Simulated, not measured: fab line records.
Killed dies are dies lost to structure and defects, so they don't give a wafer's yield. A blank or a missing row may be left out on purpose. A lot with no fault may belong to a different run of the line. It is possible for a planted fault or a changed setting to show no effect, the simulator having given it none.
fab line records	flow sky130
record: lots: 6	wafers: 18	last-day: 50
route steps=708 shown SD_N@356 SD_P@359 RES_XHIGH@360 SALICIDE@361 LI_CONTACT@362 PAD_OPEN@708
lots that met no fault: from a run of the same line without faults
start-h: hours from the record's first day to the start of the lot's first wafer shown	wait-h: hours elapsed since this lot's preceding step	" the same as in the row above	L1.1+2: a single row standing in for several wafers	- no value, or no start given	* or withheld: withheld	< > ~ a bound
route shown NAME@n: a module of which the file shows steps, and the number in the route of the first	usual: mean/standard deviation of fault-free wafers	same: alike in all rows	chamber/n: place in a boat	sites: readings site by site	_std_site: standard deviation across them	_edge_site: outer sites' mean less inner sites'	radius-mm: how far each site lies from the wafer's centre	mask NAME#n: copy n	behind: the tool/chamber that last shaped the wafer	hold: cause of the lot's hold/its duration in hours/its outcome	device: the transistor (n, p or np) that didn't switch	end of line: the same wafers' tests at the end of the route	a step with no rows: only its recipe	killed: at the first sort, the dies lost to defects and structure; wafer yield is something else	map: shows each die of a wafer: x if killed, . if not, _ if none is there
set.NAME: the setting the step ran with; set.NAME@STEP: the setting that earlier step ran with	model.NAME: the simulator's own value behind a step, which no gauge read
lots seen at some steps along the route; tables by step, rows by wafer
services: when a tool's chamber went out of use (start-h, in hours from the record's first day, below 0 if earlier), for how many hours, and the reason
== steps ==
step: SKY_SD_N_RTA_14
recipe: temp-c: 1075	time-s: 2	idle-temp-c: 650	ramp-up-c-per-s: 150	ramp-down-c-per-s: 90	ambient: N2
usual: lamp-power-pct: 15.74/0.053	wafer_temp_C_max: 1078.0/1.3
lot.wafer	tool	chamber	start-h	wait-h	lamp-power-pct	wafer_temp_C_max
L179.2	rtp-anneal-02	0	700.10	0.0	15.79	1079.1
L179.4	"	0	"	"	15.79	1078.3
L179.6	"	0	"	"	15.71	1079.0
L183.2	rtp-anneal-02	0	721.01	0.0	15.72	1075.3
L183.5	"	0	"	"	15.74	1075.0
L183.6	"	0	"	"	15.80	1076.2
L184.1	rtp-anneal-01	0	733.05	0.0	15.73	1078.7
L184.2	"	0	"	"	15.77	1078.6
L184.6	"	0	"	"	15.69	1078.4
L185.2	rtp-anneal-02	0	738.40	0.0	15.88	1077.4
L185.3	"	0	"	"	15.80	1078.7
L185.5	"	0	"	"	15.71	1077.1
L194.4	rtp-anneal-01	0	810.39	0.0	15.72	1079.5
L194.5	"	0	"	"	15.71	1079.4
L194.6	"	0	"	"	15.72	1078.9
L195.1	rtp-anneal-02	0	815.75	0.0	15.68	1078.6
L195.4	"	0	"	"	15.67	1077.5
L195.5	"	0	"	"	15.74	1076.5
step: SKY_SD_N_RS_MEAS_16
recipe: thk-meas-gauge: four-point-probe
usual: SD_N_RS: 68.55/0.12
lot.wafer	tool	chamber	start-h	wait-h	SD_N_RS[ohm/sq]
L179.2	film-metro-03	-	700.29	0.1	68.60
L179.4	"	-	"	"	68.48
L179.6	"	-	"	"	68.44
L183.2	film-metro-03	-	721.19	0.1	68.37
L183.5	"	-	"	"	68.45
L183.6	"	-	"	"	68.37
L184.1	film-metro-02	-	733.22	0.1	68.43
L184.2	"	-	"	"	68.44
L184.6	"	-	"	"	68.42
L185.2	film-metro-02	-	738.59	0.1	68.39
L185.3	"	-	"	"	68.39
L185.5	"	-	"	"	68.27
L194.4	film-metro-02	-	810.60	0.1	68.60
L194.5	"	-	"	"	68.40
L194.6	"	-	"	"	68.59
L195.1	film-metro-03	-	815.92	0.1	68.66
L195.4	"	-	"	"	68.67
L195.5	"	-	"	"	68.46
step: SKY_SD_N_RS_MEAS_17
recipe: thk-meas-gauge: four-point-probe
usual: SD_P_RS: 147.1/0.38
lot.wafer	tool	chamber	start-h	wait-h	SD_P_RS[ohm/sq]
L179.2	film-metro-03	-	700.41	0.1	146.8
L179.4	"	-	"	"	147.0
L179.6	"	-	"	"	146.8
L183.2	film-metro-03	-	721.31	0.1	146.5
L183.5	"	-	"	"	146.4
L183.6	"	-	"	"	146.7
L184.1	film-metro-02	-	733.34	0.1	146.7
L184.2	"	-	"	"	147.3
L184.6	"	-	"	"	146.8
L185.2	film-metro-02	-	738.71	0.1	146.3
L185.3	"	-	"	"	146.6
L185.5	"	-	"	"	146.6
L194.4	film-metro-02	-	810.72	0.1	146.9
L194.5	"	-	"	"	147.0
L194.6	"	-	"	"	147.1
L195.1	film-metro-03	-	816.04	0.1	147.4
L195.4	"	-	"	"	147.0
L195.5	"	-	"	"	147.1
step: SKY_SD_N_RS_MEAS_18
recipe: thk-meas-gauge: four-point-probe
usual: RES_XHIGH_RS: 333.1/1.3
lot.wafer	tool	chamber	start-h	wait-h	RES_XHIGH_RS[ohm/sq]
L179.2	film-metro-03	-	700.53	0.1	334.3
L179.4	"	-	"	"	333.5
L179.6	"	-	"	"	333.4
L183.2	film-metro-03	-	721.43	0.1	331.8
L183.5	"	-	"	"	331.8
L183.6	"	-	"	"	332.2
L184.1	film-metro-02	-	733.46	0.1	333.5
L184.2	"	-	"	"	333.5
L184.6	"	-	"	"	332.8
L185.2	film-metro-02	-	738.83	0.1	334.4
L185.3	"	-	"	"	332.9
L185.5	"	-	"	"	334.0
L194.4	film-metro-02	-	810.84	0.1	331.6
L194.5	"	-	"	"	332.1
L194.6	"	-	"	"	331.8
L195.1	film-metro-03	-	816.16	0.1	335.3
L195.4	"	-	"	"	334.0
L195.5	"	-	"	"	334.3
step: SKY_SALICIDE_CLEAN_00
recipe: chemistry: HF-last	time-s: 30	dilution: 100:1	dry: ipa-marangoni
step: SKY_LI_CONTACT_HDPCVD_00
recipe: material: PSG	target-thk-nm: 930	sigma-open-frac: 0.3	time-s: 155	temp-c: 600	sih4-flow-sccm: 60	pressure-mtorr: 6
step: SKY_LI_CONTACT_THK_MEAS_01
recipe: reads: PSG_of_LI_CONTACT_HDPCVD_00
usual: LI_CONTACT_HDPCVD_THK: 931/10
lot.wafer	tool	chamber	start-h	wait-h	LI_CONTACT_HDPCVD_THK[nm]
L179.2	film-metro-02	-	700.76	0.1	926
L179.4	"	-	"	"	933
L179.6	"	-	"	"	921
L183.2	film-metro-04	-	721.66	0.1	944
L183.5	"	-	"	"	938
L183.6	"	-	"	"	938
L184.1	film-metro-03	-	733.70	0.1	933
L184.2	"	-	"	"	932
L184.6	"	-	"	"	942
L185.2	film-metro-03	-	739.06	0.1	935
L185.3	"	-	"	"	928
L185.5	"	-	"	"	934
L194.4	film-metro-03	-	811.05	0.0	933
L194.5	"	-	"	"	937
L194.6	"	-	"	"	938
L195.1	film-metro-02	-	816.40	0.1	942
L195.4	"	-	"	"	953
L195.5	"	-	"	"	945
step: SKY_LI_CONTACT_CMP_02
recipe: material: PSG	down-force-psi: 4	platen-rpm: 60	pad-velocity-m-s: 0.94248
usual: motor-current-A: 11.6/0.79	retaining-ring-pressure-frac: 1.000/0.0051	time-to-endpoint-s: 34/3.3
lot.wafer	tool	chamber	start-h	wait-h	motor-current-A	retaining-ring-pressure-frac	time-to-endpoint-s
L179.4	cmp-01	0	700.91	0.1	11.4	1.003	26
L179.2	"	1	"	"	12.8	1.000	30
L179.6	"	2	"	"	11.6	1.007	31
L183.2	cmp-01	1	721.71	0.0	13.7	1.001	37
L183.6	"	1	"	"	12.7	1.007	36
L183.5	"	2	"	"	11.6	1.005	36
L184.1	cmp-02	2	733.81	0.1	11.3	1.000	33
L184.2	"	0	"	"	10.8	1.000	30
L184.6	"	2	"	"	11.9	1.000	36
L185.2	cmp-02	0	739.16	0.1	11.2	1.005	30
L185.3	"	2	"	"	11.9	1.003	29
L185.5	"	0	"	"	10.2	1.001	30
L194.4	cmp-02	1	811.18	0.1	12.1	1.003	39
L194.6	"	3	"	"	12.0	1.000	36
L194.5	"	0	"	"	10.8	0.997	33
L195.1	cmp-01	0	816.51	0.1	11.5	1.001	30
L195.4	"	2	"	"	11.6	1.002	37
L195.5	"	0	"	"	11.7	1.007	31
step: SKY_LI_CONTACT_BOW_MEAS_03
recipe: mode: bow
usual: LI_CONTACT_BOW: 54/7
lot.wafer	tool	chamber	start-h	wait-h	LI_CONTACT_BOW[um]
L179.2	film-metro-02	-	701.13	0.1	50
L179.4	"	-	"	"	65
L179.6	"	-	"	"	49
L183.2	film-metro-04	-	722.03	0.3	62
L183.5	"	-	"	"	54
L183.6	"	-	"	"	54
L184.1	film-metro-02	-	734.06	0.2	61
L184.2	"	-	"	"	53
L184.6	"	-	"	"	59
L185.2	film-metro-02	-	739.43	0.2	59
L185.3	"	-	"	"	50
L185.5	"	-	"	"	51
L194.4	film-metro-02	-	811.44	0.2	63
L194.5	"	-	"	"	64
L194.6	"	-	"	"	50
L195.1	film-metro-02	-	816.76	0.2	56
L195.4	"	-	"	"	49
L195.5	"	-	"	"	58
step: SKY_LI_CONTACT_DEHYDRATE_04
recipe: temp-c: 200	time-s: 60
step: SKY_LI_CONTACT_HMDS_05
recipe: prime-time-s: 60	prime-temp-c: 120
step: SKY_LI_CONTACT_COAT_06
recipe: resist: BARC	temp-c: withheld	time-s: withheld	spin-rpm: 3000	resist-thk-nm: 60
lot.wafer	tool	chamber	start-h	wait-h
L179.2+4+6	litho-track-04	0	714.50	0.1
L183.2+5+6	litho-track-04	0	735.15	0.1
L184.1+2+6	litho-track-04	0	747.68	0.1
L185.2+3+5	litho-track-03	0	752.69	0.1
L194.4+5+6	litho-track-04	0	824.40	0.1
L195.1+4+5	litho-track-03	0	829.21	0.1
step: SKY_LI_CONTACT_COAT_07
recipe: resist: KrF-thick	spin-rpm: 3000	resist-thk-nm: 450
step: SKY_LI_CONTACT_SOFTBAKE_08
recipe: temp-c: 100	time-s: 90	resist: KrF-thick
step: SKY_LI_CONTACT_EXPOSE_09
recipe: mask-id: LICM1	na: 0.8	source-shape: annular	sigma-inner: 0.55	sigma-outer: 0.85	target-cd-nm: 170	dose-mj: 38
step: SKY_LI_CONTACT_PEB_10
recipe: peb-temp-c: withheld	peb-time-s: withheld	resist: KrF-thick
step: SKY_LI_CONTACT_DEVELOP_11
recipe: develop-time-s: 60	resist: KrF-thick	dev-temp-c: 21
step: SKY_LI_CONTACT_CD_MEAS_12
recipe: target-cd-nm: 170
usual: cd-nm: 169.6/1.7
lot.wafer	tool	chamber	start-h	wait-h	cd-nm
L179.2	cd-sem-02	-	729.20	-	169.3
L179.4	"	-	"	"	171.0
L179.6	"	-	"	"	170.8
L183.2	cd-sem-02	-	750.08	-	169.6
L183.5	"	-	"	"	171.2
L183.6	"	-	"	"	170.9
L184.1	cd-sem-02	-	761.38	-	168.7
L184.2	"	-	"	"	168.8
L184.6	"	-	"	"	167.9
L185.2	cd-sem-01	-	766.20	-	171.5
L185.3	"	-	"	"	169.8
L185.5	"	-	"	"	171.1
L194.4	cd-sem-01	-	837.99	-	168.6
L194.5	"	-	"	"	168.0
L194.6	"	-	"	"	167.8
L195.1	cd-sem-02	-	842.43	-	169.1
L195.4	"	-	"	"	171.1
L195.5	"	-	"	"	169.9
step: SKY_LI_CONTACT_OVL_MEAS_13
usual: LI_CONTACT_OVL: 0/5.6
lot.wafer	tool	chamber	start-h	wait-h	LI_CONTACT_OVL[nm]
L179.2	overlay-02	-	729.31	0.1	0
L179.4	"	-	"	"	2
L179.6	"	-	"	"	3
L183.2	overlay-02	-	750.19	0.1	-9
L183.5	"	-	"	"	-9
L183.6	"	-	"	"	0
L184.1	overlay-02	-	761.50	0.1	1
L184.2	"	-	"	"	11
L184.6	"	-	"	"	-1
L185.2	overlay-01	-	766.30	0.1	7
L185.3	"	-	"	"	8
L185.5	"	-	"	"	8
L194.4	overlay-02	-	838.07	0.1	-9
L194.5	"	-	"	"	-6
L194.6	"	-	"	"	-7
L195.1	overlay-02	-	842.55	0.1	-7
L195.4	"	-	"	"	-2
L195.5	"	-	"	"	-3
step: SKY_LI_CONTACT_ETCH_14
recipe: chemistry: N2/H2	target: BARC	ion-energy-ev: 200	source-w: 500	bias-w: 100	pressure-mtorr: 30	n2-flow-sccm: 100	h2-flow-sccm: 200	stop-on: SiO2	time-s: 45.9	target-depth-a: 600
usual: drypump-motor-current-A: 5.7/0.59	n2-flow-sccm: 100.01/0.29	oes-product-au: 0.854/0.0047	throttle-valve-pct: 13.225/0.009
lot.wafer	tool	chamber	start-h	wait-h	drypump-motor-current-A	n2-flow-sccm	oes-product-au	rf-hours-counter-h	throttle-valve-pct	model.etch.depth-nm
L179.2	rie-diel-02	3	729.34	0.0	5.6	100.42	0.856	1	13.223	59.69
L179.4	"	1	"	"	5.9	100.21	0.853	0	13.209	59.63
L179.6	"	3	"	"	5.6	100.51	0.852	-	13.225	59.52
L183.2	rie-diel-04	2	750.22	0.0	6.2	100.04	0.802	11	13.226	53.51
L183.5	"	1	"	"	4.9	99.71	0.850	-	13.229	59.69
L183.6	"	0	"	"	5.3	100.04	0.853	-	13.230	59.87
L184.1	rie-diel-03	1	761.53	0.0	4.9	99.90	0.845	4	13.235	59.84
L184.2	"	0	"	"	6.3	99.57	0.806	0	13.202	53.45
L184.6	"	0	"	"	6.3	99.89	0.854	-	13.217	59.71
L185.2	rie-diel-03	2	766.33	0.0	5.7	100.50	0.864	17	13.230	60.46
L185.3	"	3	"	"	6.6	99.98	0.851	16	13.221	60.11
L185.5	"	2	"	"	5.7	99.87	0.861	-	13.216	60.21
L194.4	rie-diel-02	0	838.11	0.0	5.9	100.14	0.857	-	13.221	59.82
L194.5	"	3	"	"	5.6	100.04	0.853	-	13.220	59.84
L194.6	"	2	"	"	5.9	99.70	0.853	-	13.229	59.99
L195.1	rie-diel-04	0	842.58	0.0	5.3	100.01	0.858	3	13.222	60.1
L195.4	"	2	"	"	6.2	100.13	0.855	13	13.225	60.24
L195.5	"	1	"	"	4.9	99.90	0.855	-	13.223	60.2
step: SKY_LI_CONTACT_ETCH_15
recipe: target: PSG	chemistry: C4F8/O2/Ar	stop-on: Si	taper-deg: 4.15	mask-material: KrF-thick	source-w: 1500	bias-w: 1200	pressure-mtorr: 40	c4f8-flow-sccm: withheld	O2_flow_sccm: 6	Ar_flow_sccm: 300	time-s: withheld	target-depth-a: 6000
usual: oes-product-au: 0.837/0.0045
lot.wafer	tool	chamber	start-h	wait-h	oes-product-au
L179.2	rie-diel-02	3	729.38	0.0	0.840
L179.4	"	1	"	"	0.828
L179.6	"	3	"	"	0.830
L183.2	rie-diel-04	2	750.26	0.0	0.834
L183.5	"	1	"	"	0.823
L183.6	"	0	"	"	0.834
L184.1	rie-diel-03	1	761.58	0.0	0.839
L184.2	"	0	"	"	0.835
L184.6	"	0	"	"	0.839
L185.2	rie-diel-03	2	766.38	0.0	0.839
L185.3	"	3	"	"	0.838
L185.5	"	2	"	"	0.837
L194.4	rie-diel-02	0	838.17	0.0	0.839
L194.5	"	3	"	"	0.841
L194.6	"	2	"	"	0.837
L195.1	rie-diel-04	0	842.63	0.0	0.830
L195.4	"	2	"	"	0.837
L195.5	"	1	"	"	0.841
step: SKY_PAD_OPEN_PROBE_99
usual: killed_at_M0_to_M3: 45/6.6	killed_at_M4_up: 3.1/1.6	killed-at-contacts: 24/5	killed-at-front-end: 14/4.4	killed-at-other: 0.3/0.58	killed-dies: 87/9.2	killed-open: 47/6.7	killed-short: 40/6.4
same: gross-dies: 492	killed-at-back-side: 0
lot.wafer	tool	chamber	start-h	wait-h	killed_at_M0_to_M3	killed_at_M4_up	killed-at-contacts	killed-at-front-end	killed-at-other	killed-dies	killed-open	killed-short
L194.4	prober-02	-	1190.56	0.2	45	4	23	9	0	81	47	34
L194.5	prober-02	-	1190.61	0.2	42	1	26	8	0	77	44	33
killed by level:class
L194.4 VIA1:geometric-particle:open=11 VIA2:geometric-particle:open=8 CONTACT:geometric-particle:open=7 LI_CONTACT:geometric-particle:short=6 METAL2:geometric-particle:open=5 LI_CONTACT:geometric-particle:open=4 LOCAL_INTERCONNECT:geometric-particle:short=4 METAL2:geometric-particle:short=4
L194.5 VIA1:geometric-particle:open=13 METAL2:geometric-particle:short=9 CONTACT:geometric-particle:open=9 LI_CONTACT:geometric-particle:open=7 VIA2:geometric-particle:open=6 CONTACT:geometric-particle:short=5 LOCAL_INTERCONNECT:geometric-particle:short=4 METAL3:geometric-particle:short=4
== services ==
tool	chamber	start-h	hours	kind
rie-diel-04	-	688.44	0.2	repair
rie-diel-02	1	697.69	-	clean
rie-diel-02	1	697.69	15.3	scheduled-down
rie-diel-02	1	697.69	15.3	vent-cycle
cmp-01	-	726.71	1.6	repair
rie-diel-03	0	730.30	-	clean
rie-diel-03	0	730.30	16.5	scheduled-down
rie-diel-03	0	730.30	16.5	vent-cycle
cmp-01	-	744.22	4.0	pm
cmp-01	-	748.22	-	consumable-replace:conditioner
cmp-01	-	748.22	-	consumable-replace:pad
rie-diel-04	-	762.73	2.8	pm
rie-diel-03	2	780.68	25.0	repair
rie-diel-03	-	785.31	0.6	repair
rie-diel-02	-	795.97	15.6	pm
cmp-01	-	801.17	1.3	repair
rie-diel-02	0	811.57	-	clean
rie-diel-02	0	811.57	17.7	scheduled-down
rie-diel-02	0	811.57	17.7	vent-cycle
rie-diel-02	1	826.03	12.6	repair
== key ==
first-sign: step: SKY_LI_CONTACT_ETCH_14	reading: oes-product-au	direction: down	sigmas: 11	usual: 0.854	struck: 0.804
effect none on later readings
model-effect: step: SKY_LI_CONTACT_ETCH_14	value: etch.depth-nm	without: 59.7	struck: 53.48
met-at SKY_LI_CONTACT_COAT_06
struck-wafers L183.2,L184.2
tester-left-out L183,L184
onset-between 714.50 735.15
fault: kind: process-parameter-drift	tool: litho-track-04	chamber: -	onset-h: 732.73	steps: SKY_LI_CONTACT_COAT_06	channel: resist-thk-nm	offset: -6.2535	shape: step	end-h: 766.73	scope: struck-wafers-only	acts-in: these-recipes-only	stated: 60
tester-left-out: of these lots the tester's yield and bins aren't shown, on N5 and GAA mostly nor the transistor test; their killed dies are dies lost to structure and defects alone, not to doping, threshold or leakage, so they don't give the yield
